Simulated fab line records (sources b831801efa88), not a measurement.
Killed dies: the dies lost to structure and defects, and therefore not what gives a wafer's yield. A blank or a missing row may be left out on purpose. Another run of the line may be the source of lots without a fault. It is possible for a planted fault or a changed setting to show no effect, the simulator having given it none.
One fault seen from 2 desks ; flow gf180mcu ; what lay behind the numbers comes last; until then each desk has only its own

## FROM THE METROLOGY DESK
What the gauges read for every lot (on any tool): the sampled wafers with a number, averaged. A lot is out of limits, marked OUT, if its mean lies more than 4 standard deviations from the usual mean; the brackets give that distance.
Columns: A = HV_LDD_3_TW at GF_HV_LDD_TW_MEAS_38, usual 1440; B = SALICIDE_TIN_RS at GF_SALICIDE_RS_MEAS_04, usual 16.40 ohm/sq; C = CONTACT_CVD_02_THK at GF_CONTACT_THK_MEAS_03, usual 857 nm
lot;first seen here;A;B;C
L687;day 11 12:56;1423;16.69;856
L688;day 11 19:01;1447;16.43;839
L690;day 12 13:33;1429;16.59;864
L691;day 12 20:37;1447;16.83;859
L692;day 13 06:02;1446;16.07;860
L693;day 13 15:18;1437;16.33;858
L694;day 13 22:53;1441;16.70;842
L695;day 14 06:37;1447;15.97;863
L701;day 16 04:16;1436;17.14;857
L703;day 16 21:05;1425;17.49;846
L707;day 18 04:33;1444;16.15;859
L708;day 18 12:08;1435;16.85;854
L709;day 18 17:49;1442;16.10;848
L710;day 19 00:28;1437;16.50;869
Finding of this desk: none of the 14 lots has anything out of limits.

## FOR THE TOOL OWNER'S DESK: pvd-sputter-02
The tool's own readings at GF_SALICIDE_SPUTTER_02 (material Co, target thk 10 nm, time 20 s): means of the sampled wafers that have a number, for each lot that ran on this tool. A lot is out of limits, marked OUT, if its mean lies more than 4 standard deviations from the usual mean; the brackets give that distance.
Columns: A = throttle-valve-pct at GF_SALICIDE_SPUTTER_02, usual 29.9 %
lot;first seen here;A
L688;day 15 08:22;29.9
L701;day 20 08:18;30.0
L703;day 21 01:56;30.1
Finding of this desk: none of the 3 lots has anything out of limits.

## PUT TOGETHER
At the metrology desk, nothing out of limits was observed.
The desk of the tool owner found nothing out of limits.

## WHAT THE SIMULATOR HAD PUT IN
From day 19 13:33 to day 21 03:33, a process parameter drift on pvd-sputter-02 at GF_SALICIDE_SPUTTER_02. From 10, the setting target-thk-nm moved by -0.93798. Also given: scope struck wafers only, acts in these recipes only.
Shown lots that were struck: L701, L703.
